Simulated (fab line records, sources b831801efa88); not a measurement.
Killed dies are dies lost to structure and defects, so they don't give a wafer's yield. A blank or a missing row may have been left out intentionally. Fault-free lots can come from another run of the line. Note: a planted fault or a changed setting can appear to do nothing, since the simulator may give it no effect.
fab line records	flow sfq_line
record lots=6	wafers=18	last_day=92
route steps=325 shown M7@281 I7@296 M8@311
lots untouched by any fault: they come from a run of this same line in which no faults occurred
start_h: start of the lot's first displayed wafer, in hours after the record's first day	wait_h: time in hours since the lot's previous step	" identical to the entry in the row above	L1.1+2: a single row standing in for several wafers	- either no value or no given start	* or withheld: withheld	< > ~ a bound
route shown NAME@n: names a module that has steps shown in the file, with the first one's number in the route	usual: the fault-free wafers' mean and standard deviation	same: alike in all rows	chamber/n: place in a boat	sites: each site's reading	_std_site: their standard deviation	_edge_site: the outer-site mean with the inner-site mean subtracted	radius_mm: for every site, how far away it sits from the centre of the wafer	mask NAME#n: copy n	behind: tool/chamber where the wafer was last shaped	hold: reason for holding the lot/hours on hold/outcome of the hold	device: which transistor (n, p or np) failed to switch	end of line: tests of these same wafers at the route's end	step lacking rows: just its recipe	killed: the dies lost at the first sort to structure and to defects; this is not the yield of the wafer	map: per-die view of a wafer (x killed, . not killed, _ where there is no die)
set.NAME: the setting that was run; set.NAME@STEP: the one run at that earlier step	model.NAME: the simulator's own value behind a step, which no gauge read
certain route steps with their lots: each step a table, each wafer a row
services: from which hour (start_h, from the record's first day; less than 0 if before it) a tool's chamber was out of use, for how many hours, and why
## steps
# step SFQ_TRILAYER_M7_DEP_PRE_CLEAN_176
# recipe gas=Ar	time_s=22.5	bias_v=250
# step SFQ_TRILAYER_M7_DEP_SPUTTER_175
# recipe material=Nb	base_pressure_pa=1.33e-06	chamber_pressure_pa=0.1333	substrate_temp_c=20	target_thk_nm=200	power_w=2000	time_s=133.3
# usual cathode_dc_power_W=2000.0/0.38	throttle_valve_pct=30.2/0.86
lot.wafer	tool	chamber	start_h	wait_h	cathode_dc_power_W	throttle_valve_pct
L822.1	pvd_sputter-06	-	1864.91	0.0	1999.7	30.0
L822.2	"	-	"	"	1999.9	29.7
L822.6	"	-	"	"	2000.3	29.9
L823.4	pvd_sputter-06	-	1971.53	0.0	1999.9	31.4
L823.5	"	-	"	"	1999.7	29.0
L823.6	"	-	"	"	2000.5	30.0
L830.3	pvd_sputter-03	-	1985.75	0.0	1999.7	31.2
L830.4	"	-	"	"	1999.6	31.7
L830.6	"	-	"	"	2000.2	31.8
L831.3	pvd_sputter-05	-	1986.95	0.0	1999.9	29.2
L831.5	"	-	"	"	1999.8	30.2
L831.6	"	-	"	"	2000.9	29.8
L840.1	pvd_sputter-06	-	2102.48	0.0	1999.9	29.3
L840.3	"	-	"	"	2000.0	31.1
L840.6	"	-	"	"	2000.8	31.4
L842.1	pvd_sputter-03	-	2110.81	0.0	1999.5	29.7
L842.2	"	-	"	"	2000.1	29.2
L842.4	"	-	"	"	1999.6	31.8
# step SFQ_M7_RS_MEAS_943
# recipe thk_meas_gauge=four-point-probe	reads=Nb_of_TRILAYER_M7_DEP_SPUTTER_175
# usual M7_NB_RS=0.890/0.0082
lot.wafer	tool	chamber	start_h	wait_h	M7_NB_RS[ohm/sq]
L822.1	film_metro-04	-	1865.00	0.0	0.896
L822.2	"	-	"	"	0.887
L822.6	"	-	"	"	0.899
L823.4	film_metro-02	-	1971.68	0.1	0.891
L823.5	"	-	"	"	0.890
L823.6	"	-	"	"	0.892
L830.3	film_metro-02	-	1985.88	0.1	0.900
L830.4	"	-	"	"	0.893
L830.6	"	-	"	"	0.896
L831.3	film_metro-04	-	1987.08	0.1	0.900
L831.5	"	-	"	"	0.898
L831.6	"	-	"	"	0.892
L840.1	film_metro-04	-	2102.61	0.1	0.908
L840.3	"	-	"	"	0.902
L840.6	"	-	"	"	0.914
L842.1	film_metro-04	-	2110.90	0.0	0.897
L842.2	"	-	"	"	0.897
L842.4	"	-	"	"	0.888
# step SFQ_TRILAYER_M7_LITHO_COAT_182
# recipe resist=BARC	spin_rpm=3000	resist_thk_nm=62
# step SFQ_TRILAYER_M7_LITHO_COAT_177
# recipe resist=KrF	spin_rpm=3000	resist_thk_nm=600
# step SFQ_TRILAYER_M7_LITHO_SOFTBAKE_181
# recipe temp_c=withheld	time_s=withheld	resist=KrF
# step SFQ_TRILAYER_M7_LITHO_EXPOSE_178
# recipe mask_id=M7	na=0.6	source_shape=conventional	sigma_outer=0.65	target_cd_nm=500	dose_mj=14.4
# step SFQ_TRILAYER_M7_LITHO_PEB_180
# recipe peb_temp_c=115	peb_time_s=60	resist=KrF
# step SFQ_TRILAYER_M7_LITHO_DEVELOP_179
# recipe time_s=60	resist=KrF
# step SFQ_M7_OVL_MEAS_945
# usual M7_OVL=-4/5.8
lot.wafer	tool	chamber	start_h	wait_h	M7_OVL[nm]
L822.1	overlay-01	-	1868.11	0.1	-3
L822.2	"	-	"	"	0
L822.6	"	-	"	"	-2
L823.4	overlay-02	-	1974.19	0.1	9
L823.5	"	-	"	"	9
L823.6	"	-	"	"	10
L830.3	overlay-01	-	1991.29	0.1	-11
L830.4	"	-	"	"	-4
L830.6	"	-	"	"	-3
L831.3	overlay-01	-	1993.69	0.1	6
L831.5	"	-	"	"	4
L831.6	"	-	"	"	4
L840.1	overlay-02	-	2106.21	0.1	-5
L840.3	"	-	"	"	-1
L840.6	"	-	"	"	-2
L842.1	overlay-02	-	2178.34	0.1	4
L842.2	"	-	"	"	4
L842.4	"	-	"	"	3
# step SFQ_TRILAYER_M7_BARC_OPEN_METAL_ETCH_229
# recipe mask_material=PR	chemistry=O2	target_depth_nm=125	target=BARC	icp_w=600	bias_w=80	pressure_mtorr=10	time_s=41.7
# step SFQ_TRILAYER_M7_ETCH_METAL_ETCH_180
# recipe target=Nb	stop_on=SiO2	mask_material=PR	chemistry=Cl2/Ar	target_depth_nm=240	icp_w=600	bias_w=80	pressure_mtorr=10	time_s=120
# usual bias_w=80.01/0.24	chamber_pressure_mTorr=10.000/0.0083	drypump_motor_current_A=5.48/0.28	oes_product_au=0.894/0.0062
lot.wafer	tool	chamber	start_h	wait_h	bias_w	chamber_pressure_mTorr	drypump_motor_current_A	oes_product_au	rf_hours_counter_h	model.KrF_of_TRILAYER_M7_LITHO_COAT_177.thk_nm
L822.1	rie_metal-02	0	1868.27	0.1	79.89	9.987	5.97	0.887	41	382.9
L822.2	"	0	"	"	79.53	10.007	5.99	0.892	-	381
L822.6	"	0	"	"	79.42	9.995	6.04	0.893	-	381.7
L823.4	rie_metal-03	0	1974.31	0.1	80.28	9.998	5.61	0.894	-	381.1
L823.5	"	0	"	"	80.18	10.003	5.62	0.899	-	380.9
L823.6	"	1	"	"	80.44	9.997	5.30	0.885	-	379.9
L830.3	rie_metal-02	1	1991.41	0.1	-	-	-	-	-	519.2
L830.4	"	0	"	"	-	-	-	-	-	518.8
L830.6	"	1	"	"	-	-	-	-	-	519.2
L831.3	rie_metal-02	1	1993.81	0.1	-	-	-	-	-	522.2
L831.5	"	1	"	"	-	-	-	-	-	524.1
L831.6	"	0	"	"	-	-	-	-	-	522.8
L840.1	rie_metal-03	0	2106.31	0.0	80.33	10.005	5.58	0.881	80	383.7
L840.3	"	0	"	"	80.31	10.004	5.59	0.885	-	383.8
L840.6	"	0	"	"	80.53	9.993	5.58	0.885	-	383.5
L842.1	rie_metal-03	0	2178.43	0.0	79.97	9.994	5.61	0.889	91	381.5
L842.2	"	1	"	"	80.01	9.997	5.31	0.895	110	377.7
L842.4	"	1	"	"	79.92	10.005	5.30	0.892	-	379.5
# step SFQ_TRILAYER_M7_STRIP_STRIP_181
# recipe gas=O2	power_w=200	platen_temp_c=40	overash_fraction=0.65	chemistry=O2	pressure_mtorr=50
# usual drypump_motor_current_A=5.49/0.27	oes_product_au=0.997/0.0075
lot.wafer	tool	chamber	start_h	wait_h	drypump_motor_current_A	oes_product_au	rf_hours_counter_h
L822.1	rie_metal-02	0	1868.52	0.2	6.00	0.992	41
L822.2	"	0	"	"	6.00	0.990	-
L822.6	"	0	"	"	5.99	0.988	-
L823.4	rie_metal-03	0	1974.60	0.2	5.60	0.995	-
L823.5	"	0	"	"	5.57	0.996	-
L823.6	"	1	"	"	5.32	1.002	-
L830.3	rie_metal-02	1	1991.70	0.2	5.75	0.999	-
L830.4	"	0	"	"	5.95	0.988	-
L830.6	"	1	"	"	5.75	0.996	-
L831.3	rie_metal-02	1	1994.10	0.2	5.77	1.002	-
L831.5	"	1	"	"	5.76	0.994	-
L831.6	"	0	"	"	5.98	0.995	-
L840.1	rie_metal-03	0	2106.43	0.1	5.55	0.983	81
L840.3	"	0	"	"	5.64	0.984	-
L840.6	"	0	"	"	5.59	0.988	-
L842.1	rie_metal-03	0	2178.56	0.1	5.61	0.992	91
L842.2	"	1	"	"	5.31	1.003	110
L842.4	"	1	"	"	5.34	0.993	-
# step SFQ_TRILAYER_M7_STRIP_SOLV_CLEAN_182
# recipe chemistry=NMP	temp_c=70	time_s=600
# step SFQ_TRILAYER_I7_DEP_PECVD_183
# recipe material=SiO2	temp_c=150	time_s=111.11	pressure_torr=2.4	rf_w=183.3	precursor=SiH4/N2O	target_thk_nm=500
# step SFQ_TRILAYER_I7_CMP_CMP_184
# recipe material=SiO2	down_force_psi=3	platen_rpm=60	pad_velocity_m_s=0.94248
# usual motor_current_A=10.6/0.83	time_to_endpoint_s=211/6.9
lot.wafer	tool	chamber	start_h	wait_h	motor_current_A	time_to_endpoint_s
L822.1	cmp-01	2	1871.75	1.8	11.1	212
L822.2	"	0	1872.75	2.8	11.3	209
L822.6	"	1	"	"	9.0	214
L823.4	cmp-02	0	1975.76	0.5	10.9	214
L823.6	"	3	1977.26	2.0	10.9	213
L823.5	"	0	"	"	11.1	217
L830.4	cmp-01	2	1992.35	0.0	10.8	214
L830.3	"	3	"	"	10.1	205
L830.6	"	2	1994.35	2.0	10.6	210
L831.3	cmp-02	0	1996.25	1.5	10.8	193
L831.5	"	1	"	"	11.3	214
L831.6	"	2	"	"	10.7	205
L840.1	cmp-01	3	2107.79	0.5	9.8	206
L840.3	"	0	"	"	11.3	208
L840.6	"	2	2109.29	2.0	10.5	217
L842.2	cmp-01	2	2181.81	2.4	10.5	215
L842.1	"	3	"	"	10.2	218
L842.4	"	1	2183.31	3.9	9.2	215
# step SFQ_I7_BOW_MEAS_946
# recipe mode=bow
# usual I7_BOW=8/12
lot.wafer	tool	chamber	start_h	wait_h	I7_BOW[um]
L822.1	film_metro-02	-	1874.25	2.0	11
L822.2	"	-	"	"	-7
L822.6	"	-	"	"	18
L823.4	film_metro-03	-	1978.32	2.1	11
L823.5	"	-	"	"	7
L823.6	"	-	"	"	7
L830.3	film_metro-02	-	1995.39	2.0	18
L830.4	"	-	"	"	3
L830.6	"	-	"	"	3
L831.3	film_metro-02	-	1997.79	1.0	-22
L831.5	"	-	"	"	-11
L831.6	"	-	"	"	-11
L840.1	film_metro-01	-	2110.29	2.0	18
L840.3	"	-	"	"	22
L840.6	"	-	"	"	20
L842.1	film_metro-03	-	2184.81	2.0	17
L842.2	"	-	"	"	20
L842.4	"	-	"	"	25
# step SFQ_TRILAYER_I7_METRO_MEASURE_185
# usual thk_nm=199.5/0.96
lot.wafer	tool	chamber	start_h	wait_h	thk_nm
L822.1	film_metro-02	-	1874.37	0.1	200.5
L822.2	"	-	"	"	201.3
L822.6	"	-	"	"	199.9
L823.4	film_metro-03	-	1978.98	0.6	199.1
L823.5	"	-	"	"	198.7
L823.6	"	-	"	"	198.0
L830.3	film_metro-02	-	1995.87	0.5	201.6
L830.4	"	-	"	"	201.1
L830.6	"	-	"	"	200.8
L831.3	film_metro-02	-	1998.27	0.5	198.4
L831.5	"	-	"	"	199.7
L831.6	"	-	"	"	198.4
L840.1	film_metro-01	-	2110.41	0.1	200.3
L840.3	"	-	"	"	199.9
L840.6	"	-	"	"	199.8
L842.1	film_metro-03	-	2184.93	0.1	198.6
L842.2	"	-	"	"	199.0
L842.4	"	-	"	"	198.0
# step SFQ_TRILAYER_I7_VIA_LITHO_COAT_192
# recipe resist=BARC	spin_rpm=3000	resist_thk_nm=62
# step SFQ_TRILAYER_I7_VIA_LITHO_COAT_187
# recipe resist=KrF	spin_rpm=3000	resist_thk_nm=650
# step SFQ_TRILAYER_I7_VIA_LITHO_SOFTBAKE_191
# recipe temp_c=withheld	time_s=withheld	resist=KrF
# step SFQ_TRILAYER_I7_VIA_LITHO_EXPOSE_188
# recipe mask_id=I7	na=0.6	source_shape=conventional	sigma_outer=0.65	target_cd_nm=1000	dose_mj=21.3
# step SFQ_TRILAYER_I7_VIA_LITHO_PEB_190
# recipe peb_temp_c=115	peb_time_s=60	resist=KrF
# step SFQ_TRILAYER_I7_VIA_LITHO_DEVELOP_189
# recipe time_s=60	resist=KrF
# step SFQ_I7_OVL_MEAS_947
# usual I7_OVL=-2/5
lot.wafer	tool	chamber	start_h	wait_h	I7_OVL[nm]
L822.1	overlay-01	-	1878.42	0.1	-3
L822.2	"	-	"	"	-4
L822.6	"	-	"	"	-7
L823.4	overlay-02	-	1982.89	0.1	-4
L823.5	"	-	"	"	-2
L823.6	"	-	"	"	2
L830.3	overlay-02	-	2007.89	0.1	5
L830.4	"	-	"	"	3
L830.6	"	-	"	"	1
L831.3	overlay-02	-	2012.69	0.1	5
L831.5	"	-	"	"	0
L831.6	"	-	"	"	-2
L840.1	overlay-02	-	2135.76	0.1	-3
L840.3	"	-	"	"	-7
L840.6	"	-	"	"	-9
L842.1	overlay-01	-	2190.20	0.1	-7
L842.2	"	-	"	"	-2
L842.4	"	-	"	"	-3
# step SFQ_TRILAYER_I7_VIA_BARC_OPEN_VIA_ETCH_260
# recipe mask_material=PR	chemistry=O2	target_depth_nm=125	target=BARC	source_w=500	bias_w=80	pressure_mtorr=30	time_s=41.7
# usual bias_w=79.97/0.25	chamber_pressure_mTorr=30.000/0.028	drypump_motor_current_A=6.0/0.39	oes_product_au=0.684/0.0044
lot.wafer	tool	chamber	start_h	wait_h	bias_w	chamber_pressure_mTorr	drypump_motor_current_A	oes_product_au	rf_hours_counter_h
L822.1	rie_diel-01	3	1878.45	0.0	79.88	30.028	6.4	0.679	4
L822.2	"	1	"	"	79.44	29.985	6.7	0.684	2
L822.6	"	3	"	"	80.01	30.010	6.3	0.685	-
L823.4	rie_diel-01	1	1982.91	0.0	79.91	29.978	6.7	0.684	2
L823.5	"	2	"	"	79.94	29.984	5.9	0.689	-
L823.6	"	1	"	"	79.98	30.015	6.7	0.683	-
L830.3	rie_diel-04	1	2007.91	0.0	80.23	29.996	6.1	0.686	1
L830.4	"	0	"	"	79.98	29.966	5.8	0.685	5
L830.6	"	1	"	"	79.94	30.047	6.0	0.682	-
L831.3	rie_diel-04	0	2012.71	0.0	80.38	30.031	5.8	0.686	5
L831.5	"	1	"	"	80.02	29.995	6.0	0.696	-
L831.6	"	2	"	"	80.10	30.025	5.1	0.675	-
L840.1	rie_diel-01	1	2135.80	0.0	79.72	29.985	6.7	0.688	5
L840.3	"	0	"	"	79.65	30.034	5.6	0.683	3
L840.6	"	1	"	"	80.15	29.998	6.7	0.694	-
L842.1	rie_diel-03	0	2190.24	0.0	79.75	29.985	6.2	0.692	10
L842.2	"	1	"	"	80.06	30.046	5.9	0.686	0
L842.4	"	2	"	"	79.80	30.000	6.0	0.688	11
# step SFQ_TRILAYER_I7_VIA_ETCH_VIA_ETCH_190
# recipe target=SiO2	stop_on=Nb	mask_material=PR	taper_deg=20	chemistry=CHF3	target_depth_nm=260	source_w=500	bias_w=80	pressure_mtorr=30	time_s=withheld
# step SFQ_TRILAYER_I7_VIA_STRIP_STRIP_191
# recipe gas=O2	power_w=200	platen_temp_c=40	overash_fraction=0.65	chemistry=O2	pressure_mtorr=50
# step SFQ_TRILAYER_I7_VIA_STRIP_SOLV_CLEAN_192
# recipe chemistry=NMP	temp_c=70	time_s=600
# step SFQ_TRILAYER_M8_LITHO_LOR_COAT_197
# recipe resist=lift-off	spin_rpm=3000
# step SFQ_TRILAYER_M8_LITHO_LOR_BAKE_198
# recipe resist=lift-off	temp_c=withheld	time_s=withheld
# step SFQ_TRILAYER_M8_LITHO_COAT_193
# recipe resist=KrF	spin_rpm=3000	resist_thk_nm=600
# step SFQ_TRILAYER_M8_LITHO_SOFTBAKE_199
# recipe temp_c=withheld	time_s=withheld	resist=KrF
# step SFQ_TRILAYER_M8_LITHO_EXPOSE_194
# recipe mask_id=M8	na=0.6	source_shape=conventional	sigma_outer=0.65	target_cd_nm=2000	dose_mj=14.4
# step SFQ_TRILAYER_M8_LITHO_PEB_196
# recipe peb_temp_c=115	peb_time_s=60	resist=KrF
# step SFQ_TRILAYER_M8_LITHO_DEVELOP_195
# recipe img_clear_s=15	time_s=55	resist=KrF
# step SFQ_M8_OVL_MEAS_948
# usual M8_OVL=-5/6
lot.wafer	tool	chamber	start_h	wait_h	M8_OVL[nm]
L822.1	overlay-02	-	1882.17	0.1	0
L822.2	"	-	"	"	-7
L822.6	"	-	"	"	-13
L823.4	overlay-01	-	1987.68	0.1	-13
L823.5	"	-	"	"	-4
L823.6	"	-	"	"	-15
L830.3	overlay-02	-	2022.28	0.1	3
L830.4	"	-	"	"	-5
L830.6	"	-	"	"	-1
L831.3	overlay-02	-	2027.08	0.1	-1
L831.5	"	-	"	"	-6
L831.6	"	-	"	"	1
L840.1	overlay-01	-	2139.55	0.1	9
L840.3	"	-	"	"	6
L840.6	"	-	"	"	-3
L842.1	overlay-01	-	2194.99	0.1	-2
L842.2	"	-	"	"	1
L842.4	"	-	"	"	-8
# step SFQ_TRILAYER_M8_DEP_EVAP_197
# recipe material=Ti	angular_spread_deg=1	target_thk_nm=20	time_s=100	power_w=2000
# step SFQ_TRILAYER_M8_DEP_EVAP_198
# recipe material=Pt	angular_spread_deg=1	target_thk_nm=50	time_s=250	power_w=2000
# step SFQ_TRILAYER_M8_DEP_EVAP_196
# recipe material=Au	angular_spread_deg=1	target_thk_nm=180	time_s=900	power_w=2000
# step SFQ_M8_RS_MEAS_949
# recipe thk_meas_gauge=four-point-probe	reads=Au_of_TRILAYER_M8_DEP_EVAP_196+Pt_of_TRILAYER_M8_DEP_EVAP_198+Ti_of_TRILAYER_M8_DEP_EVAP_197
# usual M8_AU_RS=0.1539/0.0014
lot.wafer	tool	chamber	start_h	wait_h	M8_AU_RS[ohm/sq]
L822.1	film_metro-03	-	1882.95	0.3	0.1527
L822.2	"	-	"	"	0.1514
L822.6	"	-	"	"	0.1514
L823.4	film_metro-03	-	1988.51	0.3	0.1545
L823.5	"	-	"	"	0.1559
L823.6	"	-	"	"	0.1547
L830.3	film_metro-01	-	2023.09	0.3	0.1539
L830.4	"	-	"	"	0.1546
L830.6	"	-	"	"	0.1551
L831.3	film_metro-04	-	2027.89	0.3	0.1537
L831.5	"	-	"	"	0.1540
L831.6	"	-	"	"	0.1533
L840.1	film_metro-03	-	2140.33	0.3	0.1543
L840.3	"	-	"	"	0.1555
L840.6	"	-	"	"	0.1539
L842.1	film_metro-04	-	2195.77	0.3	0.1512
L842.2	"	-	"	"	0.1526
L842.4	"	-	"	"	0.1503
# step SFQ_M8_BOW_MEAS_951
# recipe mode=bow
# usual M8_BOW=8/12
lot.wafer	tool	chamber	start_h	wait_h	M8_BOW[um]	model.etest.m7.comb_log10_ohm
L822.1	film_metro-04	-	1883.31	0.0	11	12
L822.2	"	-	"	"	-8	12
L822.6	"	-	"	"	18	12
L823.4	film_metro-04	-	1988.86	0.1	13	12
L823.5	"	-	"	"	9	12
L823.6	"	-	"	"	9	12
L830.3	film_metro-03	-	2023.44	0.0	17	0
L830.4	"	-	"	"	3	0
L830.6	"	-	"	"	2	0
L831.3	film_metro-03	-	2028.42	0.0	-22	0
L831.5	"	-	"	"	-11	0
L831.6	"	-	"	"	-10	0
L840.1	film_metro-04	-	2140.69	0.0	19	12
L840.3	"	-	"	"	23	12
L840.6	"	-	"	"	22	12
L842.1	film_metro-01	-	2196.13	0.0	20	12
L842.2	"	-	"	"	21	12
L842.4	"	-	"	"	26	12
## services
tool	chamber	start_h	hours	kind
rie_metal-02	1	1859.19	11.2	repair
rie_diel-01	1	1867.38	5.9	repair
rie_metal-03	-	1873.90	2.8	pm
pvd_sputter-06	-	1882.47	3.6	repair
rie_diel-01	-	1915.91	2.8	pm
film_metro-02	-	1919.92	0.3	pm
cmp-01	-	1920.38	6.7	repair
rie_metal-03	0	1931.39	4.8	repair
cmp-01	-	1936.59	3.7	pm
cmp-01	-	1948.17	4.0	pm
pvd_sputter-06	-	1954.25	17.2	repair
rie_metal-03	0	1980.11	5.3	repair
film_metro-02	-	1991.62	1.1	pm
pvd_sputter-06	-	1996.55	2.0	repair
rie_metal-02	0	2006.28	15.7	repair
rie_diel-01	0	2030.32	4.5	repair
film_metro-02	-	2044.50	1.3	pm
pvd_sputter-06	-	2061.52	2.8	repair
pvd_sputter-06	-	2067.83	1.0	repair
rie_diel-01	-	2073.84	1.9	repair
pvd_sputter-06	-	2075.56	2.9	repair
rie_metal-02	-	2114.80	0.9	repair
cmp-01	-	2144.10	2.4	repair
cmp-01	-	2176.77	1.0	repair
## key
first_sign step=SFQ_TRILAYER_M7_ETCH_METAL_ETCH_180	reading=tool_record	direction=missing
effect none on later readings
model_effect step=SFQ_TRILAYER_M7_ETCH_METAL_ETCH_180	value=KrF_of_TRILAYER_M7_LITHO_COAT_177.thk_nm	without=380.7	struck=521.1
model_effect step=SFQ_M8_BOW_MEAS_951	value=etest.m7.comb_log10_ohm	without=12	struck=0
met_at SFQ_TRILAYER_M7_ETCH_METAL_ETCH_180
struck_wafers L830.3,L830.4,L830.6,L831.3,L831.5,L831.6
onset_between 1868.27 1991.41
fault kind=skipped_step_whole	tool=rie_metal-02	chamber=-	onset_h=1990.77	steps=SFQ_TRILAYER_M7_ETCH_METAL_ETCH_180	scope=struck_lots_only
